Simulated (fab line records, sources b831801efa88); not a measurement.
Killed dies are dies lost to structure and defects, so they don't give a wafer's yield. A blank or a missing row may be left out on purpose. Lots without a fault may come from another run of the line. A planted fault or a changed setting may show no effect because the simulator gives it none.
Which tool did it? | flow gf180mcu | 7 lots, 21 wafers sampled, at 2 steps of a route of 602

WHAT THE GAUGES READ, wafer by wafer
GF_V2_THK_MEAS_03.
lot  | measured     | on            | V2_CVD_02_THK (nm)
L736 | day 20 11:59 | film_metro-04 | 841 847 846
L738 | day 21 02:55 | film_metro-02 | 838 861 857
L740 | day 21 23:03 | film_metro-04 | 864 855 866
L743 | day 23 02:53 | film_metro-02 | 842 834 856
L745 | day 23 23:16 | film_metro-01 | 827 831 840
L750 | day 25 16:26 | film_metro-02 | 840 848 851

WHICH TOOL RAN EACH LOT (tool, then ch and the chambers of the sampled wafers, then the start)
lot  | GF_V1_SPUTTER_22
L736 | pvd_sputter-01, day 19 10:05
L738 | pvd_sputter-03, day 20 00:50
L740 | pvd_sputter-01, day 20 22:16
L743 | pvd_sputter-01, day 22 02:02
L745 | pvd_sputter-01, day 22 23:29
L750 | pvd_sputter-01, day 24 16:38
L756 | pvd_sputter-04, day 26 05:50
- GF_V1_SPUTTER_22: material TiN, target thk 10 nm, time 40 s.

THE ANSWER, worked out from the rows above alone
Rule: what is usual is taken from the lots themselves. Put in order of their means at a reading, lots are off if they are a third of the lots or fewer, leave a main group of 4 or more, and stand apart from it by a gap of 3 or more times the standard deviation of the main group's means; of several such gaps the widest counts. A main group whose means are all the same, to the digits that the tables above print for the reading, isn't used. A lot without any number at a reading at which 4 lots or more have one is off too. The other lots that the step has rows for count as sound.
No lot is off at any reading shown: from this, nothing can be told.

WHAT THE SIMULATOR HAD PUT IN
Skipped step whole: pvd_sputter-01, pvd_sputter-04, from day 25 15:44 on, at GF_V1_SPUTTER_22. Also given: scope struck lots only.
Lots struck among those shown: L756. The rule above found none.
